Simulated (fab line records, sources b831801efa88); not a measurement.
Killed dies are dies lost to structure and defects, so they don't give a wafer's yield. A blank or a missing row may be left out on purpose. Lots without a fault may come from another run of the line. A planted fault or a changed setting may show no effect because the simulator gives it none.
A struck lot beside a sound one | flow sky130 | 16 steps out of a route of 708
Sound: wafers L686.2, L686.4, L686.5. Struck: wafers L699.1, L699.2, L699.4. The cause comes at the end.
At each step with rows: each side's tool, then ch and its chambers, then its first start. Under that, the readings that differ: sound wafers | struck wafers | difference of the means | sigmas: that difference in standard deviations of wafers without a fault.
alike: readings whose means differ by less than 2 such deviations, and words and numbers that are the same on both sides. not compared: withheld readings, readings that some wafer has no value for, bounds like >300 that may hide the same value, and numbers for which the record gives no deviation and whose values overlap.
The two part at a step that has a row with sigmas, a row that says differs or no value, or rows on one side only. Numbers that don't overlap but have no deviation are shown without sigmas and don't part them. A reading that every wafer of one side lacks parts them only if that side has two wafers or more.

SKY_GATE_OXIDE_TW_MEAS_14:
  sound on film_metro-04, day 15 03:37; struck on film_metro-01, day 20 02:19
  alike: GATE_OXIDE_TW
then, 3 steps without rows for these wafers: SKY_GATE_OXIDE_CLEAN_15 (cleans in SC1/SC2, time 150 s); SKY_GATE_OXIDE_OXIDATION_16 (stabilise 600 s, purge 300 s, target thk 3.57 nm); SKY_POLY_GATE_CVD_00 (deposits poly-Si, target thk 180 nm, time 720 s).
SKY_POLY_GATE_THK_MEAS_01:
  sound on film_metro-04, day 15 08:08; struck on film_metro-04, day 20 05:24
  alike: POLY_GATE_CVD_00_THK
then, 7 steps without rows for these wafers: SKY_RES_PROTECT_DEHYDRATE_00 (time 60 s); SKY_RES_PROTECT_HMDS_01 (prime time 60 s); SKY_RES_PROTECT_COAT_02 (resist thk 1140 nm); SKY_RES_PROTECT_SOFTBAKE_03 (time 60 s); SKY_RES_PROTECT_EXPOSE_04 (exposes mask RPM, target cd 1270 nm); SKY_RES_PROTECT_PEB_05; SKY_RES_PROTECT_DEVELOP_06 (develop time 60 s).
SKY_POLY_GATE_IMPLANT_02:
  sound on implanter-01 ch 0, day 16 10:37; struck on implanter-01 ch 0, day 21 11:29
  reading       | sound                         | struck                        | difference | sigmas
  beam_on_s (s) | 31.8 33.0 32.2                | 22.2 22.6 22.7                | -9.8       | -8
  dose_ions_cm2 | 7.714e+15 7.706e+15 7.704e+15 | 5.375e+15 5.375e+15 5.354e+15 | -2.340e+15 | -99 or more
  alike: beam_energy_keV
SKY_RES_PROTECT_STRIP_07: strips in O2/N2.
  sound on plasma_asher-03 ch 0,1, day 16 10:44; struck on plasma_asher-04 ch 0,1, day 21 11:38
  reading                      | sound             | struck            | difference | sigmas
  oes_product_au (a.u.)        | 0.515 0.518 0.521 | 0.543 0.540 0.541 | +0.023     | +5
  strip_time_to_endpoint_s (s) | 23.40 23.39 23.34 | 21.89 21.90 21.88 | -1.49      | -28
  alike: drypump_motor_current_A
  not compared: rf_hours_counter_h
SKY_RES_PROTECT_TW_MEAS_08:
  sound on film_metro-02, day 16 10:50; struck on film_metro-02, day 21 11:44
  alike: POLY_GATE_TW
-- the record jumps here: 28 days lie between the struck wafers' starts before and after (it left off in module RES_PROTECT and takes up again in module PAD_OPEN, whose first step shown is number 708 of the route) --
SKY_PAD_OPEN_PROBE_99:
  sound on prober-01, day 46 22:27; struck on prober-02, day 49 22:35
  reading                                        | sound                    | struck              | difference | sigmas
  model.etest.res_poly.line_ohm_um               | 514.4 513.4 519.7        | 729 722.8 703.7     | +203       |
  model.etest.licon_poly.rc_ohm                  | 153.9 148.1 151.7        | 244.9 253.4 244.8   | +96.5      |
  model.etest.res_poly.rs_ohm_sq                 | 47.97 49.1 48.27         | 65.69 66.18 65.11   | +17.21     |
  model.etest.res_poly.rs_ohm_sq_range           | 0.9519 0.9612 0.9503     | 3.21 2.418 3.776    | +2.18      |
  model.etest.res_poly.rs_ohm_sq_rim_less_centre | 0.0008331 -0.5641 0.1615 | -1.082 -1.09 -1.024 | -0.931     |
  alike: killed_at_M0_to_M3, killed_at_M4_up, killed_at_contacts, killed_at_front_end, killed_at_other, killed_dies, killed_open, killed_short

WHERE THEY PART
First at SKY_POLY_GATE_IMPLANT_02; last, within this record, at SKY_RES_PROTECT_STRIP_07. Later steps at which nothing parts them and some readings are alike: SKY_RES_PROTECT_TW_MEAS_08, SKY_PAD_OPEN_PROBE_99.

WHY: what the simulator had put in
Process parameter drift: implanter-01, from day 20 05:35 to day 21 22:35, at SKY_POLY_GATE_IMPLANT_02. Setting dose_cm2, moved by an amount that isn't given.
